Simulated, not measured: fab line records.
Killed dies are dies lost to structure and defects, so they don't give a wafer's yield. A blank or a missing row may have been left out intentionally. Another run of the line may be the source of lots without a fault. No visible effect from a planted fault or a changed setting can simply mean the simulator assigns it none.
The tool behind it: which one?    flow gf180mcu    39 wafers from 13 lots sampled at 3 of the route's 602 steps

## WHAT THE GAUGES SHOWED, per wafer
GF_LVPWELL_OVL_MEAS_07.
lot   measured     on          LVPWELL_OVL (nm)
L891  day 3 20:40  overlay-01  -3.3 -2.9 -2.7
L893  day 4 07:05  overlay-01  0.4 0.4 0.1
L894  day 4 12:28  overlay-01  1.3 2.2 0.2
L895  day 4 19:13  overlay-01  -0.8 0.7 -0.3
L896  day 5 01:57  overlay-02  -0.5 -0.2 -1.3
L897  day 5 06:53  overlay-02  -1.2 -0.8 -1.7
L903  day 6 16:41  overlay-01  0.9 3.1 0.7
L905  day 7 03:37  overlay-02  -185.9 -187.4 -185.3
L906  day 7 09:46  overlay-01  -186.1 -185.6 -185.0
L909  day 8 01:01  overlay-02  1.0 1.9 -0.6
L911  day 8 11:22  overlay-02  -1.5 -1.3 0.2
L913  day 8 21:58  overlay-02  0.9 1.2 0.7
L914  day 9 07:58  overlay-01  -1.5 0.4 -1.7

GF_NSD_TW_MEAS_12.
lot   measured      on             NSD_TW
L891  day 13 09:11  film metro-04  4307 4279 4297
L893  day 14 02:23  film metro-01  4252 4244 4284
L894  day 14 05:51  film metro-02  4249 4244 4237
L895  day 14 18:17  film metro-04  4282 4240 4273
L896  day 14 23:57  film metro-04  4260 4264 4274
L897  day 15 06:41  film metro-04  4270 4258 4280
L903  day 17 11:44  film metro-02  4256 4265 4249
L905  day 18 02:17  film metro-04  4308 4316 4304
L906  day 18 15:38  film metro-01  4195 4199 4196
L909  day 19 10:48  film metro-04  4299 4305 4289
L911  day 20 02:20  film metro-04  4288 4316 4318
L913  day 20 18:06  film metro-02  4209 4211 4226
L914  day 21 10:35  film metro-02  4266 4262 4264

## WHAT TOOL EACH LOT RAN ON (gives the tool, then ch and the chambers of the sampled wafers, and finally the start)
lot   GF_LVPWELL_EXPOSE_04
L891  iline stepper-02 ch 0, day 3 14:11
L893  iline stepper-02 ch 0, day 4 00:35
L894  iline stepper-01 ch 0, day 4 06:10
L895  iline stepper-01 ch 0, day 4 12:35
L896  iline stepper-02 ch 0, day 4 18:57
L897  iline stepper-01 ch 0, day 5 00:22
L903  iline stepper-01 ch 0, day 6 08:53
L905  iline stepper-02 ch 0, day 6 19:39
L906  iline stepper-02 ch 0, day 7 01:56
L909  iline stepper-01 ch 0, day 7 17:06
L911  iline stepper-01 ch 0, day 8 03:39
L913  iline stepper-01 ch 0, day 8 14:08
L914  iline stepper-01 ch 0, day 8 23:47
- GF_LVPWELL_EXPOSE_04: exposes mask LVPWELL, target cd 600 nm.

## AS READ BY THE TOOLS THEMSELVES (means over the sampled wafers that have a number; for cases with no such wafer, the mark the record gives instead)
The record holds no such reading with a usual standard deviation.

## THE ANSWER, worked out from the rows above alone
Rule: what is usual is taken from the lots themselves. The widest of any qualifying gaps counts: lots, ordered by their means at a reading, are off when they make up no more than a third of the lots, leave a main group of 4 or more, and stand apart from it by 3 or more times the standard deviation of that group's means. The tables above print the reading to a certain number of digits; a main group whose means all agree to those digits is not used. A lot without any number at a reading at which 4 lots or more have one is off too. All remaining lots with rows at the step are treated as sound. First the gauges in route order, then the tools' own readings, where a lot's mean is used as printed above. The first step at which some lot is off is used, and at that step the reading that is off furthest; a lot without a number counts as furthest.
Off: at GF_LVPWELL_OVL_MEAS_07 (LVPWELL_OVL), L905, L906. The main group has a mean of -0.2 nm with a standard deviation of 1.3.
A tool fits if, at a process step before that reading, it ran every lot that is off, and no sound lot after the first of them. Those tools and the gauges at GF_LVPWELL_OVL_MEAS_07 are tried in the same way. One fits: GF_LVPWELL_EXPOSE_04 on iline stepper-02. Its last sound lot is L896 (day 4 18:57), its first lot that is off L905 (day 6 19:39): a fault that began between those two fits.

## WHAT THE SIMULATOR HAD PUT IN
Scanner matching overlay: iline stepper-02, from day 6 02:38 on, at GF_LVPWELL_EXPOSE_04. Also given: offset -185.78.
Struck lots among those shown: L905, L906. This agrees with what the rule above found.
